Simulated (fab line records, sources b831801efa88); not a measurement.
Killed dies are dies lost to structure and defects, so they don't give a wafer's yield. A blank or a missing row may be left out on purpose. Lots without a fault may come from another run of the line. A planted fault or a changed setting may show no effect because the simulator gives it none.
fab line records | flow sky130
record lots=12 wafers=36 last_day=50
route steps=708 shown FIELD_ISO@3 VT_ADJUST_PCH@150 SONOS_ONO@172 LOCAL_INTERCONNECT@399
lots that met no fault: from a run of the same line without faults
start_h: hours from the record's first day to the start of the lot's first wafer shown | wait_h: hours since the lot's step before | " the same as in the row above | L1.1+2: a row that stands for several wafers | - no value, or no start given | * or withheld: withheld | < > ~ a bound
route shown NAME@n: a module of which the file shows steps, and the number in the route of the first | usual: mean/standard deviation of fault-free wafers | same: alike in all rows | chamber/n: place in a boat | sites: the reading at each site | _std_site: their standard deviation | _edge_site: outer sites' mean less inner sites' | radius_mm: how far each site lies from the wafer's centre | mask NAME#n: copy n | behind: the tool/chamber that last shaped the wafer | hold: why the lot was held/for how many hours/how that ended | device: the transistor (n, p or np) that didn't switch | end of line: the same wafers' tests at the end of the route | a step without rows: its recipe alone | killed: dies lost to structure and defects at the first sort, not the wafer's yield | map: a wafer's dies, x killed, . not, _ none there
set.NAME: the setting as run; set.NAME@STEP: as run at that earlier step | model.NAME: the simulator's own value behind a step, which no gauge read
steps of the route over a sample of lots; a table a step, a row a wafer
services: from which hour (start_h, from the record's first day; less than 0 if before it) a tool's chamber was out of use, for how many hours, and why
## steps
# step SKY_FIELD_ISO_THK_MEAS_02
# recipe reads=SiO2_of_FIELD_ISO_OXIDATION_01
# usual FIELD_ISO_OXIDATION_00_THK=12.03/0.21
# columns lot.wafer tool chamber start_h wait_h FIELD_ISO_OXIDATION_00_THK[nm]
L292.3 film_metro-04 - 12.11 0.0 12.10
L292.4 " - " " 11.66
L292.5 " - " " 11.90
L295.2 film_metro-03 - 27.33 0.0 11.81
L295.4 " - " " 11.83
L295.5 " - " " 11.90
L297.4 film_metro-04 - 36.93 0.0 12.30
L297.5 " - " " 12.22
L297.6 " - " " 12.05
L299.2 film_metro-02 - 48.06 0.0 11.83
L299.4 " - " " 12.02
L299.6 " - " " 11.92
L300.3 film_metro-04 - 54.01 0.0 11.95
L300.5 " - " " 11.80
L300.6 " - " " 11.76
L301.3 film_metro-02 - 58.10 0.0 12.15
L301.5 " - " " 12.07
L301.6 " - " " 12.29
L302.1 film_metro-03 - 62.34 0.0 12.06
L302.4 " - " " 12.16
L302.6 " - " " 12.26
L303.2 film_metro-03 - 67.79 0.0 12.03
L303.3 " - " " 12.26
L303.6 " - " " 12.11
L304.3 film_metro-04 - 72.18 0.0 11.90
L304.5 " - " " 12.30
L304.6 " - " " 12.01
L312.2 film_metro-03 - 111.85 0.0 12.23
L312.5 " - " " 12.13
L312.6 " - " " 12.21
L313.2 film_metro-03 - 117.79 0.0 12.33
L313.5 " - " " 12.26
L313.6 " - " " 12.33
L315.1 film_metro-04 - 127.07 0.0 11.74
L315.5 " - " " 11.78
L315.6 " - " " 11.92
# step SKY_VT_ADJUST_PCH_OVL_MEAS_07
# usual VT_ADJUST_PCH_OVL=0.6/1.4
# columns lot.wafer tool chamber start_h wait_h VT_ADJUST_PCH_OVL[nm]
L292.3 overlay-02 - 224.16 - 1.1
L292.4 " - " " 3.1
L292.5 " - " " 1.3
L295.2 overlay-01 - 258.51 - 1.4
L295.4 " - " " 0.2
L295.5 " - " " 1.4
L297.4 overlay-02 - 265.22 - 3.2
L297.5 " - " " 1.5
L297.6 " - " " -2.4
L299.2 overlay-02 - 282.61 - 0.8
L299.4 " - " " 0.2
L299.6 " - " " 0.4
L300.3 overlay-01 - 288.28 - -0.4
L300.5 " - " " 0.5
L300.6 " - " " -0.1
L301.3 overlay-01 - 295.56 - -0.7
L301.5 " - " " -1.8
L301.6 " - " " -0.8
L302.1 overlay-02 - 301.11 - 1.3
L302.4 " - " " 1.2
L302.6 " - " " -0.7
L303.2 overlay-02 - 310.66 - 0.1
L303.3 " - " " 0.7
L303.6 " - " " 0.8
L304.3 overlay-02 - 318.03 - 0.5
L304.5 " - " " 1.5
L304.6 " - " " 0.0
L312.2 overlay-01 - 377.11 - -1.1
L312.5 " - " " -2.2
L312.6 " - " " 0.2
L313.2 overlay-02 - 383.61 - 0.1
L313.5 " - " " 2.7
L313.6 " - " " 2.6
L315.1 overlay-01 - 404.30 - 0.1
L315.5 " - " " 1.0
L315.6 " - " " 0.2
# step SKY_SONOS_ONO_CVD_04
# recipe material=SiO2 precursor=SiH4/N2O target_thk_nm=5.7199 temp_c=900 pressure_mtorr=400
# usual spike_tc_bottom_C=915.6/1.4 spike_tc_centre_C=900.6/1.6 spike_tc_lower_C=901.8/1.2 spike_tc_top_C=908/3 spike_tc_upper_C=900.9/1.2
# columns lot.wafer tool chamber start_h wait_h spike_tc_bottom_C spike_tc_centre_C spike_tc_lower_C spike_tc_top_C spike_tc_upper_C
L292.3 lpcvd-03 1 251.83 0.0 916.1 903.4 901.5 905 900.3
L292.4 " 1 " " 915.2 901.3 902.8 906 901.2
L292.5 " 1 " " 915.7 902.3 900.8 904 900.4
L295.2 lpcvd-03 1 288.51 0.0 916.2 902.0 901.2 905 897.5
L295.4 " 1 " " 914.8 901.9 902.0 905 901.2
L295.5 " 1 " " 914.7 901.6 900.6 906 900.9
L297.4 lpcvd-03 0 296.06 0.0 917.3 899.8 901.8 910 902.1
L297.5 " 0 " " 918.1 899.9 902.0 910 903.2
L297.6 " 0 " " 915.3 900.1 902.5 914 901.6
L299.2 lpcvd-03 1 317.71 0.0 914.7 900.5 902.4 906 899.5
L299.4 " 1 " " 914.0 900.6 901.6 906 902.0
L299.6 " 1 " " 914.0 901.1 901.6 905 900.6
L300.3 lpcvd-03 0 320.54 0.0 916.2 898.7 902.1 911 902.3
L300.5 " 0 " " 918.1 899.5 902.4 910 901.3
L300.6 " 0 " " 917.2 899.0 902.7 912 901.2
L301.3 lpcvd-03 1 327.73 0.0 917.4 903.4 900.0 904 900.7
L301.5 " 1 " " 914.2 901.3 901.3 905 900.5
L301.6 " 1 " " 912.5 902.0 901.3 904 901.3
L302.1 lpcvd-03 1 331.92 0.1 908.3 893.9 892.8 899 894.6
L302.4 " 1 " " 907.2 895.0 894.6 898 893.9
L302.6 " 1 " " 905.3 894.3 892.8 896 891.9
L303.2 lpcvd-03 1 345.47 3.2 906.5 895.2 891.5 898 892.2
L303.3 " 1 " " 906.6 892.4 893.7 897 891.9
L303.6 " 1 " " 906.0 892.3 893.3 895 893.2
L304.3 lpcvd-03 1 349.78 0.0 907.8 892.4 891.8 897 893.8
L304.5 " 1 " " 906.5 892.5 894.5 899 892.6
L304.6 " 1 " " 907.1 892.3 894.5 899 891.3
L312.2 lpcvd-03 0 412.08 0.0 914.9 897.5 904.7 913 902.0
L312.5 " 0 " " 916.4 899.1 904.3 911 900.1
L312.6 " 0 " " 917.0 897.6 902.8 910 901.5
L313.2 lpcvd-03 1 417.48 0.0 916.5 899.3 902.5 905 900.8
L313.5 " 1 " " 915.7 901.6 901.3 905 899.0
L313.6 " 1 " " 913.6 899.5 900.8 904 900.3
L315.1 lpcvd-03 0 440.98 0.1 917.8 897.9 902.5 911 899.5
L315.5 " 0 " " 915.2 900.4 903.2 910 900.4
L315.6 " 0 " " 914.9 899.8 903.1 909 901.1
# step SKY_SONOS_ONO_THK_MEAS_05
# recipe reads=SiO2_of_SONOS_ONO_CVD_04
# usual SONOS_ONO_CVD_04_THK=5.77/0.12
# columns lot.wafer tool chamber start_h wait_h hold SONOS_ONO_CVD_04_THK[nm]
L292.3 film_metro-03 - 253.10 0.0 - 5.67
L292.4 " - " " - 5.72
L292.5 " - " " - 5.65
L295.2 film_metro-02 - 289.77 0.0 - 5.48
L295.4 " - " " - 5.47
L295.5 " - " " - 5.47
L297.4 film_metro-02 - 297.34 0.0 - 5.95
L297.5 " - " " - 5.92
L297.6 " - " " - 5.86
L299.2 film_metro-02 - 318.97 0.0 - 5.82
L299.4 " - " " - 5.85
L299.6 " - " " - 5.79
L300.3 film_metro-04 - 321.81 0.0 - 5.85
L300.5 " - " " - 5.70
L300.6 " - " " - 5.80
L301.3 film_metro-04 - 329.04 0.1 - 5.76
L301.5 " - " " - 5.82
L301.6 " - " " - 5.75
L302.1 film_metro-02 - 333.17 0.0 await_dispo/0.2h/release 5.12
L302.4 " - " " await_dispo/0.2h/release 5.27
L302.6 " - " " await_dispo/0.2h/release 5.28
L302.1 film_metro-02 - 333.40 0.2 - 5.17
L302.4 " - " " - 5.24
L302.6 " - " " - 5.22
L303.2 film_metro-04 - 346.73 0.0 await_dispo/0.2h/release 4.97
L303.3 " - " " await_dispo/0.2h/release 5.01
L303.6 " - " " await_dispo/0.2h/release 5.15
L303.2 film_metro-04 - 346.96 0.2 - 5.01
L303.3 " - " " - 5.10
L303.6 " - " " - 5.08
L304.3 film_metro-03 - 351.05 0.0 await_dispo/0.2h/release 5.21
L304.5 " - " " await_dispo/0.2h/release 5.31
L304.6 " - " " await_dispo/0.2h/release 5.12
L304.3 film_metro-03 - 351.28 0.2 - 5.28
L304.5 " - " " - 5.33
L304.6 " - " " - 5.20
L312.2 film_metro-02 - 413.34 0.0 - 5.82
L312.5 " - " " - 5.80
L312.6 " - " " - 5.86
L313.2 film_metro-03 - 418.74 0.0 - 5.72
L313.5 " - " " - 5.64
L313.6 " - " " - 5.64
L315.1 film_metro-04 - 442.23 0.0 - 5.79
L315.5 " - " " - 5.77
L315.6 " - " " - 5.77
# step SKY_LOCAL_INTERCONNECT_OVL_MEAS_12
# usual LOCAL_INTERCONNECT_OVL=-1/5.5
# columns lot.wafer tool chamber start_h wait_h LOCAL_INTERCONNECT_OVL[nm]
L292.3 overlay-02 - 700.98 0.1 -2
L292.4 " - " " -8
L292.5 " - " " -10
L295.2 overlay-01 - 743.88 0.1 6
L295.4 " - " " -1
L295.5 " - " " -9
L297.4 overlay-01 - 748.35 0.1 -1
L297.5 " - " " 4
L297.6 " - " " -2
L299.2 overlay-01 - 773.31 0.3 5
L299.4 " - " " 7
L299.6 " - " " 5
L300.3 overlay-01 - 775.20 0.1 0
L300.5 " - " " -7
L300.6 " - " " -6
L301.3 overlay-01 - 778.40 0.1 5
L301.5 " - " " 4
L301.6 " - " " 8
L302.1 overlay-02 - 787.68 0.1 1
L302.4 " - " " 3
L302.6 " - " " -2
L303.2 overlay-02 - 797.03 0.1 0
L303.3 " - " " 9
L303.6 " - " " 1
L304.3 overlay-01 - 804.33 0.1 12
L304.5 " - " " 5
L304.6 " - " " 3
L312.2 overlay-02 - 860.83 0.1 6
L312.5 " - " " 0
L312.6 " - " " -1
L313.2 overlay-01 - 862.69 0.1 3
L313.5 " - " " -2
L313.6 " - " " -2
L315.1 overlay-02 - 881.48 0.1 -9
L315.5 " - " " -5
L315.6 " - " " -11
## services
# columns tool chamber start_h hours kind
lpcvd-03 - 339.47 6.0 pm
## key
first_sign step=SKY_SONOS_ONO_CVD_04 reading=spike_tc_lower_C direction=down sigmas=7.2 usual=901.8 struck=893.3
effect step=SKY_SONOS_ONO_CVD_04 reading=spike_tc_upper_C direction=down sigmas=7 usual=900.9 struck=892.8
effect step=SKY_SONOS_ONO_THK_MEAS_05 reading=visit direction=added
effect step=SKY_SONOS_ONO_THK_MEAS_05 reading=SONOS_ONO_CVD_04_THK direction=down sigmas=5.2 usual=5.77 struck=5.16
met_at SKY_SONOS_ONO_CVD_04
struck_lots L302,L303,L304
struck_wafers L302.1,L302.4,L302.6,L303.2,L303.3,L303.6,L304.3,L304.5,L304.6
tester_left_out L302,L303,L304
not_acting_at SKY_FIELD_ISO_THK_MEAS_02,SKY_VT_ADJUST_PCH_OVL_MEAS_07,SKY_LOCAL_INTERCONNECT_OVL_MEAS_12
onset_between 327.73 331.92
fault kind=process_parameter_drift tool=lpcvd-03 chamber=1 onset_h=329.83 steps=SKY_SONOS_ONO_CVD_04 channel=temp_c offset=* shape=step end_h=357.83 stated=*
# tester_left_out: of these lots the tester's yield and bins aren't shown, on N5 and GAA mostly nor the transistor test; their killed dies are dies lost to structure and defects alone, not to doping, threshold or leakage, so they don't give the yield
